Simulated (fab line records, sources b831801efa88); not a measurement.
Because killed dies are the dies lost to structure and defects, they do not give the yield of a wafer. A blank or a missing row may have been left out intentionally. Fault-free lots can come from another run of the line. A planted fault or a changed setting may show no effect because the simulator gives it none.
A lot that was struck, set against a sound lot / flow sky130 / 17 steps out of a route of 708
Sound: these wafers, L955.4, L955.5, L955.6. Struck: wafers L963.3, L963.6 (left out: L963.5, a lot-mate that was not struck); the cause follows at the end.
Each step with rows lists, per side, the tool, then ch with its chambers, then its first start. Under that, the readings that differ: sound wafers / struck wafers / difference of the means / sigmas: that difference in standard deviations of wafers without a fault.
alike: readings whose means differ by less than 2 such deviations, and words and numbers that are the same on both sides. not compared: withheld readings, readings that some wafer has no value for, bounds like >300 that may hide the same value, and numbers for which the record gives no deviation and whose values overlap.
The two part at a step that has a row with sigmas, a row that says differs or no value, or rows on one side only. Numbers that don't overlap but have no deviation are shown without sigmas and don't part them. A reading missing from all wafers of one side parts the sides only when that side holds two or more wafers.

first, 1 step without rows for these wafers: SKY_NWELL_IMPLANT_24.
SKY_NWELL_STRIP_25: strips in O2/N2.
  sound on plasma asher-03 ch 0,1, day 5 13:26; struck on plasma asher-01 ch 0,1, day 7 14:07
  alike: drypump motor current A, oes product au, strip time to endpoint s
  not compared: rf hours counter h
SKY_NWELL_TW_MEAS_26:
  sound: film metro-01 at day 5 13:32; struck: film metro-01 at day 7 14:13
  alike: NWELL_2_TW
then, 1 step without rows for these wafers: SKY_NWELL_CLEAN_27 (cleans in SC1/SC2, time 150 s).
SKY_NWELL_RTA_28: time 30 s.
  sound on rtp anneal-01 ch 0, day 5 13:40; struck on rtp anneal-01 ch 0, day 7 14:20
  alike: lamp power pct, wafer_temp_C_max
SKY_NWELL_RS_MEAS_29: measures by four-point-probe.
  sound: film metro-02 at day 5 13:46; struck: film metro-02 at day 7 14:26
  alike: NWELL_RS
SKY_NWELL_RS_MEAS_31: measures by four-point-probe.
  sound: film metro-02 at day 5 14:01; struck: film metro-02 at day 7 14:41
  alike: PWDE_RS
then, 4 steps without rows for these wafers: SKY_VT_ADJUST_HVTP_DEHYDRATE_00 (time 60 s); SKY_VT_ADJUST_HVTP_HMDS_01 (prime time 60 s); SKY_VT_ADJUST_HVTP_COAT_02 (resist thk 1140 nm); SKY_VT_ADJUST_HVTP_SOFTBAKE_03 (time 60 s).
SKY_VT_ADJUST_HVTP_EXPOSE_04: exposes mask HVTPM, target cd 380 nm.
  sound on iline stepper-02 ch 0, day 5 23:47; struck on iline stepper-02 ch 0, day 8 00:14
  alike: mask
then, 2 steps without rows for these wafers: SKY_VT_ADJUST_HVTP_PEB_05; SKY_VT_ADJUST_HVTP_DEVELOP_06 (develop time 60 s).
SKY_VT_ADJUST_HVTP_CD_MEAS_07 targets a cd of 380 nm.
  sound: cd sem-01 at day 6 08:07; struck: cd sem-02 at day 8 10:56
reading=cd nm (nm); sound=377.2 380.7 380.7; struck=366.8 365.9; difference=-13.2; sigmas=-6
SKY_VT_ADJUST_HVTP_OVL_MEAS_08:
  sound: overlay-01 at day 6 08:11; struck: overlay-02 at day 8 11:02
  alike: VT_ADJUST_HVTP_OVL
-- record jumps: 40 days separate the struck wafers' starts on either side; left off in module VT_ADJUST_HVTP, taken up again in module PAD_OPEN, whose first shown step is the route's number 708 --
SKY_PAD_OPEN_PROBE_99:
  sound: prober-01 at day 46 03:08; struck: prober-01 at day 48 13:40
  alike: killed_at_M0_to_M3, killed_at_M4_up, killed at contacts, killed at front end, killed at other, killed dies, killed open, killed short

WHERE THEY PART
Only at SKY_VT_ADJUST_HVTP_CD_MEAS_07, within this record. Later steps at which nothing parts them and some readings are alike: SKY_VT_ADJUST_HVTP_OVL_MEAS_08, SKY_PAD_OPEN_PROBE_99.

WHY: the cause the simulator had injected
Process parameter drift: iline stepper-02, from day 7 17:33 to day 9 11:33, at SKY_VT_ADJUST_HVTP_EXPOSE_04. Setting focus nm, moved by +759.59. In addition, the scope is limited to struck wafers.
